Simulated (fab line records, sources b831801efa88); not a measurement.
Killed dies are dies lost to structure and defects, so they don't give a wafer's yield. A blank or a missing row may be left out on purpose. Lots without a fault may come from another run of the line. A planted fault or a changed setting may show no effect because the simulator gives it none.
fab line records | flow sky130
record lots=5 wafers=15 last_day=49
route steps=708 shown LDD_P@260 LDD_HVN@267 LDD_HVP@278 LDD_LDN@289
lots that met no fault: from a run of the same line without faults
start_h: hours from the record's first day to the start of the lot's first wafer shown | wait_h: hours since the lot's step before | " the same as in the row above | L1.1+2: a row that stands for several wafers | - no value, or no start given | * or withheld: withheld | < > ~ a bound
route shown NAME@n: a module of which the file shows steps, and the number in the route of the first | usual: mean/standard deviation of fault-free wafers | same: alike in all rows | chamber/n: place in a boat | sites: the reading at each site | _std_site: their standard deviation | _edge_site: outer sites' mean less inner sites' | radius_mm: how far each site lies from the wafer's centre | mask NAME#n: copy n | behind: the tool/chamber that last shaped the wafer | hold: why the lot was held/for how many hours/how that ended | device: the transistor (n, p or np) that didn't switch | end of line: the same wafers' tests at the end of the route | a step without rows: its recipe alone | killed: dies lost to structure and defects at the first sort, not the wafer's yield | map: a wafer's dies, x killed, . not, _ none there
set.NAME: the setting as run; set.NAME@STEP: as run at that earlier step | model.NAME: the simulator's own value behind a step, which no gauge read
lots at some steps of the route; a table a step, a row a wafer
services: from which hour (start_h, from the record's first day; less than 0 if before it) a tool's chamber was out of use, for how many hours, and why
## steps
# step SKY_LDD_P_PEB_05
# recipe temp_c=withheld time_s=* resist=NOVOLAK
# columns lot.wafer tool chamber start_h wait_h
L078.2+4+5 litho_track-01 0 - -
L079.1+2+6 litho_track-04 0 - -
L082.4+5+6 litho_track-02 0 - -
L084.1+2+3 litho_track-02 0 - -
L093.1+3+4 litho_track-04 0 - -
# step SKY_LDD_P_DEVELOP_06
# recipe resist=NOVOLAK developer=TMAH develop_time_s=60 dev_temp_c=23
# columns lot.wafer tool chamber start_h wait_h
L078.2+4+5 litho_track-01 0 469.62 0.1
L079.1+2+6 litho_track-04 0 487.23 0.1
L082.4+5+6 litho_track-02 0 513.45 0.1
L084.1+2+3 litho_track-02 0 529.38 0.1
L093.1+3+4 litho_track-04 0 600.38 0.1
# step SKY_LDD_P_CD_MEAS_07
# recipe target_cd_nm=380
# usual cd_nm=379.5/2.4
# columns lot.wafer tool chamber start_h wait_h cd_nm
L078.2 cd_sem-01 - 469.77 0.1 381.6
L078.4 " - " " 383.0
L078.5 " - " " 380.5
L079.1 cd_sem-01 - 487.38 0.1 381.1
L079.2 " - " " 381.2
L079.6 " - " " 381.6
L082.4 cd_sem-02 - 513.59 0.1 385.9
L082.5 " - " " 384.2
L082.6 " - " " 384.0
L084.1 cd_sem-01 - 529.53 0.1 378.7
L084.2 " - " " 381.5
L084.3 " - " " 376.7
L093.1 cd_sem-01 - 600.53 0.1 376.4
L093.3 " - " " 376.0
L093.4 " - " " 376.1
# step SKY_LDD_P_OVL_MEAS_08
# usual LDD_P_OVL=-0.3/1.2
# columns lot.wafer tool chamber start_h wait_h LDD_P_OVL[nm]
L078.2 overlay-02 - 469.88 0.1 1.0
L078.4 " - " " -1.5
L078.5 " - " " 2.5
L079.1 overlay-02 - 487.50 0.1 -0.3
L079.2 " - " " -1.3
L079.6 " - " " -1.1
L082.4 overlay-01 - 513.66 0.1 -2.3
L082.5 " - " " -0.1
L082.6 " - " " 1.4
L084.1 overlay-02 - 529.65 0.1 -0.7
L084.2 " - " " -0.3
L084.3 " - " " -0.1
L093.1 overlay-01 - 600.65 0.1 -1.3
L093.3 " - " " 1.7
L093.4 " - " " 0.0
# step SKY_LDD_P_IMPLANT_09
# recipe species=BF2 energy_kev=25 dose_cm2=1e+13 tilt_deg=withheld
# usual end_station_pressure_torr=5.06e-06/2.7e-07
# columns lot.wafer tool chamber start_h wait_h end_station_pressure_torr
L078.2 implanter-01 0 469.93 0.0 5.46e-06
L078.4 " 0 " " 4.92e-06
L078.5 " 0 " " 5.53e-06
L079.1 implanter-02 0 487.55 0.0 5.04e-06
L079.2 " 0 " " 4.45e-06
L079.6 " 0 " " 5.7e-06
L082.4 implanter-03 0 513.76 0.1 5.23e-06
L082.5 " 0 " " 5.1e-06
L082.6 " 0 " " 5.23e-06
L084.1 implanter-03 0 529.68 0.0 5.43e-06
L084.2 " 0 " " 4.85e-06
L084.3 " 0 " " 5.1e-06
L093.1 implanter-02 0 600.69 0.0 5.06e-06
L093.3 " 0 " " 4.48e-06
L093.4 " 0 " " 4.82e-06
# step SKY_LDD_P_STRIP_10
# recipe chemistry=O2/N2 power_w=1400 pressure_mtorr=1500 platen_temp_c=withheld o2_flow_sccm=3000 n2_flow_sccm=300 overash_fraction=0.5
# usual drypump_motor_current_A=5.7/0.47 oes_product_au=0.715/0.0043 strip_time_to_endpoint_s=14.19/0.057
# columns lot.wafer tool chamber start_h wait_h drypump_motor_current_A oes_product_au rf_hours_counter_h strip_time_to_endpoint_s
L078.2 plasma_asher-01 0 470.06 0.1 5.4 0.719 5 14.21
L078.4 " 0 " " 5.4 0.713 - 14.16
L078.5 " 1 " " 6.1 0.716 - 14.15
L079.1 plasma_asher-01 0 487.70 0.1 5.3 0.702 6 14.28
L079.2 " 1 " " 6.1 0.714 6 14.27
L079.6 " 1 " " 6.1 0.712 - 14.24
L082.4 plasma_asher-01 1 513.87 0.1 6.1 0.719 - 14.21
L082.5 " 0 " " 5.4 0.712 - 14.15
L082.6 " 1 " " 6.1 0.714 - 14.14
L084.1 plasma_asher-03 1 529.83 0.1 5.1 0.717 41 14.18
L084.2 " 0 " " 5.6 0.710 41 14.20
L084.3 " 0 " " 5.6 0.715 - 14.19
L093.1 plasma_asher-01 0 600.84 0.1 5.3 0.720 17 14.16
L093.3 " 0 " " 5.3 0.721 - 14.15
L093.4 " 1 " " 6.1 0.717 - 14.13
# step SKY_LDD_P_TW_MEAS_11
# usual LDD_P_TW=632/11
# columns lot.wafer tool chamber start_h wait_h LDD_P_TW
L078.2 film_metro-01 - 470.17 0.1 620
L078.4 " - " " 620
L078.5 " - " " 618
L079.1 film_metro-03 - 487.80 0.1 649
L079.2 " - " " 648
L079.6 " - " " 644
L082.4 film_metro-01 - 513.96 0.1 619
L082.5 " - " " 620
L082.6 " - " " 622
L084.1 film_metro-03 - 529.93 0.1 638
L084.2 " - " " 640
L084.3 " - " " 641
L093.1 film_metro-01 - 600.94 0.1 619
L093.3 " - " " 619
L093.4 " - " " 616
# step SKY_LDD_HVN_DEHYDRATE_00
# recipe temp_c=200 time_s=60
# columns lot.wafer tool chamber start_h wait_h
L078.2+4+5 litho_track-04 0 485.91 15.7
L079.1+2+6 litho_track-04 0 501.43 13.6
L082.4+5+6 litho_track-02 0 528.70 14.7
L084.1+2+3 litho_track-04 0 544.03 14.1
L093.1+3+4 litho_track-02 0 614.73 13.8
# step SKY_LDD_HVN_HMDS_01
# recipe prime_time_s=60 prime_temp_c=120
# columns lot.wafer tool chamber start_h wait_h
L078.2+4+5 litho_track-04 0 486.06 0.1
L079.1+2+6 litho_track-04 0 501.58 0.1
L082.4+5+6 litho_track-02 0 528.85 0.1
L084.1+2+3 litho_track-04 0 544.18 0.1
L093.1+3+4 litho_track-02 0 614.88 0.1
# step SKY_LDD_HVN_COAT_02
# recipe resist=NOVOLAK spin_rpm=3000 resist_thk_nm=300
# columns lot.wafer tool chamber start_h wait_h
L078.2+4+5 litho_track-04 0 486.21 0.1
L079.1+2+6 litho_track-04 0 501.73 0.1
L082.4+5+6 litho_track-02 0 529.00 0.1
L084.1+2+3 litho_track-04 0 544.33 0.1
L093.1+3+4 litho_track-02 0 615.03 0.1
# step SKY_LDD_HVN_SOFTBAKE_03
# recipe temp_c=90 time_s=60 resist=NOVOLAK
# columns lot.wafer tool chamber start_h wait_h
L078.2+4+5 litho_track-04 0 486.36 0.1
L079.1+2+6 litho_track-04 0 501.88 0.1
L082.4+5+6 litho_track-02 0 529.15 0.1
L084.1+2+3 litho_track-04 0 544.48 0.1
L093.1+3+4 litho_track-02 0 615.18 0.1
# step SKY_LDD_HVN_EXPOSE_04
# recipe mask_id=HVNTM na=0.6 source_shape=conventional sigma_outer=0.6 polarization=unpolarized target_cd_nm=700 dose_mj=127
# columns lot.wafer tool chamber start_h wait_h mask
L078.2+4+5 iline_stepper-01 0 - - HVNTM#0
L079.1+2+6 iline_stepper-02 0 - - HVNTM#0
L082.4+5+6 iline_stepper-02 0 - - HVNTM#0
L084.1+2+3 iline_stepper-01 0 - - HVNTM#0
L093.1+3+4 iline_stepper-02 0 - - HVNTM#0
# step SKY_LDD_HVN_PEB_05
# recipe temp_c=withheld time_s=* resist=NOVOLAK
# columns lot.wafer tool chamber start_h wait_h
L078.2+4+5 litho_track-04 0 - -
L079.1+2+6 litho_track-02 0 - -
L082.4+5+6 litho_track-03 0 - -
L084.1+2+3 litho_track-03 0 - -
L093.1+3+4 litho_track-04 0 - -
# step SKY_LDD_HVN_DEVELOP_06
# recipe resist=NOVOLAK developer=TMAH develop_time_s=60 dev_temp_c=23
# columns lot.wafer tool chamber start_h wait_h
L078.2+4+5 litho_track-04 0 501.01 0.1
L079.1+2+6 litho_track-02 0 517.58 0.1
L082.4+5+6 litho_track-03 0 543.29 0.1
L084.1+2+3 litho_track-03 0 559.27 0.1
L093.1+3+4 litho_track-04 0 629.38 0.1
# step SKY_LDD_HVN_OVL_MEAS_07
# usual LDD_HVN_OVL=-1.1/1.2
# columns lot.wafer tool chamber start_h wait_h LDD_HVN_OVL[nm]
L078.2 overlay-01 - 501.14 0.1 -0.5
L078.4 " - " " -2.0
L078.5 " - " " -3.7
L079.1 overlay-01 - 517.73 0.1 -1.7
L079.2 " - " " -0.5
L079.6 " - " " -2.1
L082.4 overlay-01 - 543.39 0.1 -0.7
L082.5 " - " " -0.6
L082.6 " - " " -1.5
L084.1 overlay-02 - 559.42 0.1 -1.2
L084.2 " - " " -1.4
L084.3 " - " " -1.1
L093.1 overlay-01 - 629.53 0.1 -0.6
L093.3 " - " " -0.7
L093.4 " - " " -1.6
# step SKY_LDD_HVN_IMPLANT_08
# recipe species=P energy_kev=60 dose_cm2=3e+13 tilt_deg=40
# usual end_station_pressure_torr=5.16e-06/3e-07
# columns lot.wafer tool chamber start_h wait_h end_station_pressure_torr
L078.2 implanter-04 0 501.19 0.0 5.44e-06
L078.4 " 0 " " 5.38e-06
L078.5 " 0 " " 5.25e-06
L079.1 implanter-04 0 517.76 0.0 4.59e-06
L079.2 " 0 " " 5.14e-06
L079.6 " 0 " " 4.73e-06
L082.4 implanter-04 0 543.48 0.1 4.99e-06
L082.5 " 0 " " 5.08e-06
L082.6 " 0 " " 5.03e-06
L084.1 implanter-02 0 559.45 0.0 4.91e-06
L084.2 " 0 " " 5.52e-06
L084.3 " 0 " " 5.42e-06
L093.1 implanter-02 0 629.57 0.0 5.2e-06
L093.3 " 0 " " 5.69e-06
L093.4 " 0 " " 4.98e-06
# step SKY_LDD_HVN_STRIP_09
# recipe chemistry=O2/N2 power_w=1400 pressure_mtorr=1500 platen_temp_c=withheld o2_flow_sccm=3000 n2_flow_sccm=300 overash_fraction=0.5
# usual drypump_motor_current_A=5.7/0.52 oes_product_au=0.409/0.0044 strip_time_to_endpoint_s=4.142/0.014
# columns lot.wafer tool chamber start_h wait_h drypump_motor_current_A oes_product_au rf_hours_counter_h strip_time_to_endpoint_s
L078.2 plasma_asher-03 1 501.32 0.1 5.1 0.407 38 4.160
L078.4 " 1 " " 5.1 0.412 - 4.147
L078.5 " 1 " " 5.1 0.407 - 4.145
L079.1 plasma_asher-04 1 517.91 0.1 6.4 0.409 78 4.141
L079.2 " 0 " " 5.3 0.409 78 4.136
L079.6 " 0 " " 5.3 0.411 - 4.148
L082.4 plasma_asher-03 1 543.59 0.1 5.1 0.412 - 4.135
L082.5 " 1 " " 5.1 0.399 - 4.142
L082.6 " 0 " " 5.6 0.414 - 4.145
L084.1 plasma_asher-03 0 559.60 0.1 5.6 0.410 44 4.132
L084.2 " 1 " " 5.1 0.401 44 4.141
L084.3 " 0 " " 5.6 0.401 - 4.129
L093.1 plasma_asher-04 1 629.72 0.1 6.4 0.415 89 4.162
L093.3 " 0 " " 5.3 0.402 - 4.145
L093.4 " 1 " " 6.4 0.412 - 4.146
# step SKY_LDD_HVN_TW_MEAS_10
# usual LDD_HVN_TW=1420/19
# columns lot.wafer tool chamber start_h wait_h LDD_HVN_TW
L078.2 film_metro-01 - 501.43 0.1 1385
L078.4 " - " " 1398
L078.5 " - " " 1394
L079.1 film_metro-02 - 518.01 0.1 1427
L079.2 " - " " 1419
L079.6 " - " " 1420
L082.4 film_metro-02 - 543.68 0.1 1416
L082.5 " - " " 1420
L082.6 " - " " 1411
L084.1 film_metro-02 - 559.70 0.1 1428
L084.2 " - " " 1430
L084.3 " - " " 1432
L093.1 film_metro-01 - 629.82 0.1 1407
L093.3 " - " " 1396
L093.4 " - " " 1399
# step SKY_LDD_HVP_DEHYDRATE_00
# recipe temp_c=200 time_s=60
# columns lot.wafer tool chamber start_h wait_h
L078.2+4+5 litho_track-02 0 516.55 15.1
L079.1+2+6 litho_track-01 0 532.15 14.1
L082.4+5+6 litho_track-01 0 557.87 14.2
L084.1+2+3 litho_track-01 0 574.00 14.3
L093.1+3+4 litho_track-01 0 643.70 13.9
# step SKY_LDD_HVP_HMDS_01
# recipe prime_time_s=60 prime_temp_c=120
# columns lot.wafer tool chamber start_h wait_h
L078.2+4+5 litho_track-02 0 516.70 0.1
L079.1+2+6 litho_track-01 0 532.30 0.1
L082.4+5+6 litho_track-01 0 558.02 0.1
L084.1+2+3 litho_track-01 0 574.15 0.1
L093.1+3+4 litho_track-01 0 643.85 0.1
# step SKY_LDD_HVP_COAT_02
# recipe resist=NOVOLAK spin_rpm=3000 resist_thk_nm=300
# columns lot.wafer tool chamber start_h wait_h
L078.2+4+5 litho_track-02 0 516.85 0.1
L079.1+2+6 litho_track-01 0 532.45 0.1
L082.4+5+6 litho_track-01 0 558.17 0.1
L084.1+2+3 litho_track-01 0 574.30 0.1
L093.1+3+4 litho_track-01 0 644.00 0.1
# step SKY_LDD_HVP_SOFTBAKE_03
# recipe temp_c=90 time_s=60 resist=NOVOLAK
# columns lot.wafer tool chamber start_h wait_h
L078.2+4+5 litho_track-02 0 517.00 0.1
L079.1+2+6 litho_track-01 0 532.60 0.1
L082.4+5+6 litho_track-01 0 558.32 0.1
L084.1+2+3 litho_track-01 0 574.45 0.1
L093.1+3+4 litho_track-01 0 644.15 0.1
# step SKY_LDD_HVP_EXPOSE_04
# recipe mask_id=HVPTM na=0.6 source_shape=conventional sigma_outer=0.6 polarization=unpolarized target_cd_nm=700 dose_mj=86
# columns lot.wafer tool chamber start_h wait_h mask
L078.2+4+5 iline_stepper-02 0 - - HVPTM#0
L079.1+2+6 iline_stepper-01 0 - - HVPTM#0
L082.4+5+6 iline_stepper-02 0 - - HVPTM#0
L084.1+2+3 iline_stepper-02 0 - - HVPTM#0
L093.1+3+4 iline_stepper-02 0 - - HVPTM#0
# step SKY_LDD_HVP_PEB_05
# recipe temp_c=withheld time_s=* resist=NOVOLAK
# columns lot.wafer tool chamber start_h wait_h
L078.2+4+5 litho_track-02 0 - -
L079.1+2+6 litho_track-02 0 - -
L082.4+5+6 litho_track-01 0 - -
L084.1+2+3 litho_track-01 0 - -
L093.1+3+4 litho_track-01 0 - -
# step SKY_LDD_HVP_DEVELOP_06
# recipe resist=NOVOLAK developer=TMAH develop_time_s=60 dev_temp_c=23
# columns lot.wafer tool chamber start_h wait_h
L078.2+4+5 litho_track-02 0 530.95 0.1
L079.1+2+6 litho_track-02 0 548.28 0.1
L082.4+5+6 litho_track-01 0 572.52 0.1
L084.1+2+3 litho_track-01 0 588.70 0.1
L093.1+3+4 litho_track-01 0 658.30 0.1
# step SKY_LDD_HVP_OVL_MEAS_07
# usual LDD_HVP_OVL=0.3/1.6
# columns lot.wafer tool chamber start_h wait_h LDD_HVP_OVL[nm]
L078.2 overlay-02 - 531.08 0.1 -1.9
L078.4 " - " " 0.7
L078.5 " - " " -3.7
L079.1 overlay-01 - 548.43 0.1 -0.3
L079.2 " - " " 1.1
L079.6 " - " " 0.7
L082.4 overlay-01 - 572.62 0.1 2.0
L082.5 " - " " 2.6
L082.6 " - " " 1.9
L084.1 overlay-02 - 588.85 0.1 -1.1
L084.2 " - " " -0.2
L084.3 " - " " 0.3
L093.1 overlay-02 - 658.45 0.1 2.8
L093.3 " - " " 4.2
L093.4 " - " " 3.4
# step SKY_LDD_HVP_IMPLANT_08
# recipe species=B energy_kev=20 dose_cm2=1.7e+13 tilt_deg=17.9
# usual end_station_pressure_torr=5.1e-06/2.6e-07
# columns lot.wafer tool chamber start_h wait_h end_station_pressure_torr
L078.2 implanter-03 0 531.14 0.0 5.37e-06
L078.4 " 0 " " 5.2e-06
L078.5 " 0 " " 4.88e-06
L079.1 implanter-01 0 548.46 0.0 5.07e-06
L079.2 " 0 " " 5.14e-06
L079.6 " 0 " " 4.97e-06
L082.4 implanter-03 0 572.71 0.1 4.85e-06
L082.5 " 0 " " 5.11e-06
L082.6 " 0 " " 4.96e-06
L084.1 implanter-01 0 588.88 0.0 5.46e-06
L084.2 " 0 " " 5.05e-06
L084.3 " 0 " " 4.81e-06
L093.1 implanter-04 0 658.48 0.0 4.63e-06
L093.3 " 0 " " 5.21e-06
L093.4 " 0 " " 5.4e-06
# step SKY_LDD_HVP_STRIP_09
# recipe chemistry=O2/N2 power_w=1400 pressure_mtorr=1500 platen_temp_c=withheld o2_flow_sccm=3000 n2_flow_sccm=300 overash_fraction=0.5
# usual drypump_motor_current_A=5.8/0.5 oes_product_au=0.408/0.0044 strip_time_to_endpoint_s=4.135/0.013
# columns lot.wafer tool chamber start_h wait_h drypump_motor_current_A oes_product_au rf_hours_counter_h strip_time_to_endpoint_s
L078.2 plasma_asher-04 1 531.26 0.1 6.4 0.404 79 4.162
L078.4 " 0 " " 5.3 0.406 - 4.139
L078.5 " 0 " " 5.3 0.402 - 4.127
L079.1 plasma_asher-04 1 548.61 0.1 6.4 0.404 81 4.124
L079.2 " 0 " " 5.3 0.418 81 4.112
L079.6 " 1 " " 6.5 0.407 - 4.141
L082.4 plasma_asher-01 0 572.82 0.1 5.3 0.412 - 4.129
L082.5 " 1 " " 6.1 0.410 - 4.161
L082.6 " 0 " " 5.3 0.401 - 4.135
L084.1 plasma_asher-01 0 589.03 0.1 5.3 0.405 16 4.138
L084.2 " 1 " " 6.1 0.406 16 4.135
L084.3 " 0 " " 5.3 0.416 - 4.129
L093.1 plasma_asher-01 1 658.63 0.1 6.1 0.408 23 4.135
L093.3 " 0 " " 5.4 0.407 - 4.117
L093.4 " 1 " " 6.1 0.404 - 4.115
# step SKY_LDD_HVP_TW_MEAS_10
# usual LDD_HVP_TW=451/6.6
# columns lot.wafer tool chamber start_h wait_h LDD_HVP_TW
L078.2 film_metro-02 - 531.37 0.1 449
L078.4 " - " " 450
L078.5 " - " " 449
L079.1 film_metro-02 - 548.71 0.1 450
L079.2 " - " " 451
L079.6 " - " " 452
L082.4 film_metro-01 - 572.91 0.1 445
L082.5 " - " " 448
L082.6 " - " " 446
L084.1 film_metro-02 - 589.13 0.1 451
L084.2 " - " " 454
L084.3 " - " " 451
L093.1 film_metro-03 - 658.73 0.1 463
L093.3 " - " " 465
L093.4 " - " " 466
# step SKY_LDD_LDN_DEHYDRATE_00
# recipe temp_c=200 time_s=60
# columns lot.wafer tool chamber start_h wait_h
L078.2+4+5 litho_track-04 0 545.86 14.5
L079.1+2+6 litho_track-01 0 561.90 13.2
L082.4+5+6 litho_track-03 0 586.69 13.8
L084.1+2+3 litho_track-03 0 603.37 14.2
L093.1+3+4 litho_track-01 0 672.00 13.3
# step SKY_LDD_LDN_HMDS_01
# recipe prime_time_s=60 prime_temp_c=120
# columns lot.wafer tool chamber start_h wait_h
L078.2+4+5 litho_track-04 0 546.01 0.1
L079.1+2+6 litho_track-01 0 562.05 0.1
L082.4+5+6 litho_track-03 0 586.84 0.1
L084.1+2+3 litho_track-03 0 603.52 0.1
L093.1+3+4 litho_track-01 0 672.15 0.1
# step SKY_LDD_LDN_COAT_02
# recipe resist=NOVOLAK spin_rpm=3000 resist_thk_nm=1140
# columns lot.wafer tool chamber start_h wait_h
L078.2+4+5 litho_track-04 0 546.16 0.1
L079.1+2+6 litho_track-01 0 562.20 0.1
L082.4+5+6 litho_track-03 0 586.99 0.1
L084.1+2+3 litho_track-03 0 603.67 0.1
L093.1+3+4 litho_track-01 0 672.30 0.1
# step SKY_LDD_LDN_SOFTBAKE_03
# recipe temp_c=90 time_s=60 resist=NOVOLAK
# columns lot.wafer tool chamber start_h wait_h
L078.2+4+5 litho_track-04 0 546.31 0.1
L079.1+2+6 litho_track-01 0 562.35 0.1
L082.4+5+6 litho_track-03 0 587.14 0.1
L084.1+2+3 litho_track-03 0 603.82 0.1
L093.1+3+4 litho_track-01 0 672.45 0.1
# step SKY_LDD_LDN_EXPOSE_04
# recipe mask_id=LDNTM na=0.6 source_shape=conventional sigma_outer=0.6 polarization=unpolarized target_cd_nm=700 dose_mj=140
# columns lot.wafer tool chamber start_h wait_h mask
L078.2+4+5 iline_stepper-01 0 - - LDNTM#0
L079.1+2+6 iline_stepper-02 0 - - LDNTM#0
L082.4+5+6 iline_stepper-01 0 - - LDNTM#0
L084.1+2+3 iline_stepper-01 0 - - LDNTM#0
L093.1+3+4 iline_stepper-01 0 - - LDNTM#0
# step SKY_LDD_LDN_PEB_05
# recipe temp_c=withheld time_s=* resist=NOVOLAK
# columns lot.wafer tool chamber start_h wait_h
L078.2+4+5 litho_track-03 0 - -
L079.1+2+6 litho_track-03 0 - -
L082.4+5+6 litho_track-01 0 - -
L084.1+2+3 litho_track-03 0 - -
L093.1+3+4 litho_track-04 0 - -
# step SKY_LDD_LDN_DEVELOP_06
# recipe resist=NOVOLAK developer=TMAH develop_time_s=60 dev_temp_c=23
# columns lot.wafer tool chamber start_h wait_h
L078.2+4+5 litho_track-03 0 560.59 0.1
L079.1+2+6 litho_track-03 0 576.97 0.1
L082.4+5+6 litho_track-01 0 601.52 0.1
L084.1+2+3 litho_track-03 0 617.92 0.1
L093.1+3+4 litho_track-04 0 686.48 0.1
# step SKY_LDD_LDN_OVL_MEAS_07
# usual LDD_LDN_OVL=0.1/1.1
# columns lot.wafer tool chamber start_h wait_h LDD_LDN_OVL[nm]
L078.2 overlay-02 - 560.72 0.1 0.6
L078.4 " - " " 1.7
L078.5 " - " " 0.7
L079.1 overlay-01 - 577.12 0.1 -1.5
L079.2 " - " " 0.0
L079.6 " - " " -0.9
L082.4 overlay-01 - 601.62 0.1 -0.1
L082.5 " - " " 0.8
L082.6 " - " " 0.6
L084.1 overlay-02 - 618.07 0.1 0.5
L084.2 " - " " 0.1
L084.3 " - " " 1.4
L093.1 overlay-01 - 686.63 0.1 1.0
L093.3 " - " " -0.4
L093.4 " - " " 0.1
# step SKY_LDD_LDN_IMPLANT_08
# recipe species=As energy_kev=15 dose_cm2=1.25e+13 tilt_deg=withheld rotation_deg=23
# usual end_station_pressure_torr=5.02e-06/2.5e-07
# columns lot.wafer tool chamber start_h wait_h end_station_pressure_torr
L078.2 implanter-04 0 560.78 0.0 4.72e-06
L078.4 " 0 " " 4.75e-06
L078.5 " 0 " " 4.65e-06
L079.1 implanter-02 0 577.15 0.0 5.28e-06
L079.2 " 0 " " 5.04e-06
L079.6 " 0 " " 4.91e-06
L082.4 implanter-02 0 602.08 0.5 5.21e-06
L082.5 " 0 " " 5.42e-06
L082.6 " 0 " " 5.26e-06
L084.1 implanter-02 0 618.10 0.0 4.78e-06
L084.2 " 0 " " 5.34e-06
L084.3 " 0 " " 5.11e-06
L093.1 implanter-04 0 686.67 0.0 4.79e-06
L093.3 " 0 " " 5.13e-06
L093.4 " 0 " " 4.75e-06
# step SKY_LDD_LDN_IMPLANT_09
# recipe species=As energy_kev=15 dose_cm2=1.25e+13 tilt_deg=withheld rotation_deg=113
# usual end_station_pressure_torr=5.07e-06/2.4e-07
# columns lot.wafer tool chamber start_h wait_h end_station_pressure_torr
L078.2 implanter-04 0 560.93 0.1 5.02e-06
L078.4 " 0 " " 5.19e-06
L078.5 " 0 " " 5.4e-06
L079.1 implanter-02 0 577.30 0.1 5.31e-06
L079.2 " 0 " " 5.09e-06
L079.6 " 0 " " 4.85e-06
L082.4 implanter-02 0 602.23 0.1 5.18e-06
L082.5 " 0 " " 5.11e-06
L082.6 " 0 " " 5.04e-06
L084.1 implanter-02 0 618.25 0.1 4.72e-06
L084.2 " 0 " " 4.69e-06
L084.3 " 0 " " 5.16e-06
L093.1 implanter-04 0 686.82 0.1 5.28e-06
L093.3 " 0 " " 5.02e-06
L093.4 " 0 " " 5.02e-06
# step SKY_LDD_LDN_IMPLANT_10
# recipe species=As energy_kev=15 dose_cm2=1.25e+13 tilt_deg=withheld rotation_deg=203
# usual end_station_pressure_torr=5.02e-06/2.7e-07
# columns lot.wafer tool chamber start_h wait_h end_station_pressure_torr
L078.2 implanter-04 0 561.08 0.1 5.03e-06
L078.4 " 0 " " 4.88e-06
L078.5 " 0 " " 4.89e-06
L079.1 implanter-02 0 577.45 0.1 4.89e-06
L079.2 " 0 " " 5.07e-06
L079.6 " 0 " " 5.03e-06
L082.4 implanter-02 0 602.38 0.1 4.86e-06
L082.5 " 0 " " 5.12e-06
L082.6 " 0 " " 4.69e-06
L084.1 implanter-02 0 618.40 0.1 4.95e-06
L084.2 " 0 " " 5.06e-06
L084.3 " 0 " " 5.14e-06
L093.1 implanter-04 0 686.97 0.1 5.1e-06
L093.3 " 0 " " 5.29e-06
L093.4 " 0 " " 5.18e-06
# step SKY_LDD_LDN_IMPLANT_11
# recipe species=As energy_kev=15 dose_cm2=1.25e+13 tilt_deg=withheld rotation_deg=293
# usual end_station_pressure_torr=5.08e-06/2.8e-07
# columns lot.wafer tool chamber start_h wait_h end_station_pressure_torr
L078.2 implanter-04 0 561.23 0.1 5.46e-06
L078.4 " 0 " " 4.84e-06
L078.5 " 0 " " 5.31e-06
L079.1 implanter-02 0 577.60 0.1 5.27e-06
L079.2 " 0 " " 5.49e-06
L079.6 " 0 " " 4.62e-06
L082.4 implanter-02 0 602.53 0.1 4.91e-06
L082.5 " 0 " " 5.03e-06
L082.6 " 0 " " 5.41e-06
L084.1 implanter-02 0 618.55 0.1 5.51e-06
L084.2 " 0 " " 4.85e-06
L084.3 " 0 " " 4.73e-06
L093.1 implanter-04 0 687.12 0.1 4.7e-06
L093.3 " 0 " " 4.92e-06
L093.4 " 0 " " 5.13e-06
# step SKY_LDD_LDN_STRIP_12
# recipe chemistry=O2/N2 power_w=1400 pressure_mtorr=1500 platen_temp_c=withheld o2_flow_sccm=3000 n2_flow_sccm=300 overash_fraction=0.5
# usual drypump_motor_current_A=5.7/0.45 oes_product_au=0.716/0.005 strip_time_to_endpoint_s=14.19/0.039
# columns lot.wafer tool chamber start_h wait_h drypump_motor_current_A oes_product_au rf_hours_counter_h strip_time_to_endpoint_s
L078.2 plasma_asher-03 0 561.35 0.1 5.6 0.713 44 14.25
L078.4 " 1 " " 5.1 0.723 - 14.23
L078.5 " 0 " " 5.6 0.712 - 14.25
L079.1 plasma_asher-02 1 577.75 0.1 6.3 0.712 79 14.16
L079.2 " 0 " " 5.3 0.716 79 14.15
L079.6 " 0 " " 5.3 0.714 - 14.18
L082.4 plasma_asher-02 1 602.64 0.1 6.3 0.716 - 14.23
L082.5 " 1 " " 6.3 0.714 - 14.21
L082.6 " 0 " " 5.4 0.708 - 14.22
L084.1 plasma_asher-03 1 618.70 0.1 5.1 0.715 47 14.15
L084.2 " 0 " " 5.6 0.710 47 14.18
L084.3 " 0 " " 5.6 0.718 - 14.18
L093.1 plasma_asher-02 0 687.27 0.1 5.3 0.714 90 14.27
L093.3 " 1 " " 6.3 0.714 - 14.28
L093.4 " 0 " " 5.3 0.710 - 14.25
# step SKY_LDD_LDN_TW_MEAS_13
# usual LDD_LDN_TW=1487/13
# columns lot.wafer tool chamber start_h wait_h LDD_LDN_TW
L078.2 film_metro-03 - 561.46 0.1 1509
L078.4 " - " " 1500
L078.5 " - " " 1496
L079.1 film_metro-02 - 577.85 0.1 1471
L079.2 " - " " 1473
L079.6 " - " " 1466
L082.4 film_metro-03 - 602.73 0.1 1502
L082.5 " - " " 1490
L082.6 " - " " 1496
L084.1 film_metro-04 - 618.80 0.1 1479
L084.2 " - " " 1474
L084.3 " - " " 1478
L093.1 film_metro-03 - 687.37 0.1 1499
L093.3 " - " " 1506
L093.4 " - " " 1502
# step SKY_LDD_LDN_CLEAN_14
# recipe chemistry=SC1/SC2 mix=1:4:20 temp_c=70 time_s=150 dry=n2_spin
# columns lot.wafer tool chamber start_h wait_h
L078.2+4+5 wet_bench-03 2 561.51 0.0
L079.1+2+6 wet_bench-04 0 577.91 0.1
L082.4+5+6 wet_bench-03 0 602.76 0.0
L084.1+2+3 wet_bench-03 2 618.86 0.1
L093.1+3+4 wet_bench-03 1 687.43 0.1
## services
# columns tool chamber start_h hours kind
plasma_asher-02 - 455.62 10.8 repair
implanter-03 - 460.93 2.2 repair
iline_stepper-01 - 482.28 1.7 pm
implanter-01 - 483.29 4.3 pm
litho_track-01 - 492.76 - consumable_replace:filter
plasma_asher-02 - 497.04 0.8 repair
plasma_asher-01 - 520.56 3.8 repair
implanter-01 - 522.02 2.6 repair
implanter-01 - 549.27 2.1 repair
implanter-01 - 556.24 2.5 repair
implanter-01 - 565.66 2.5 repair
plasma_asher-04 - 573.79 0.9 repair
iline_stepper-02 - 578.44 1.7 pm
plasma_asher-03 - 579.37 3.2 repair
plasma_asher-03 - 585.15 14.6 pm
implanter-02 - 593.64 5.1 pm
plasma_asher-03 - 600.73 2.9 repair
implanter-03 - 620.70 4.0 pm
plasma_asher-01 - 622.43 2.4 repair
implanter-02 - 628.02 1.1 repair
implanter-03 - 628.29 3.0 repair
litho_track-02 - 634.18 - consumable_replace:filter
implanter-02 - 656.63 2.1 repair
implanter-04 - 681.85 3.6 pm
## key
fault none
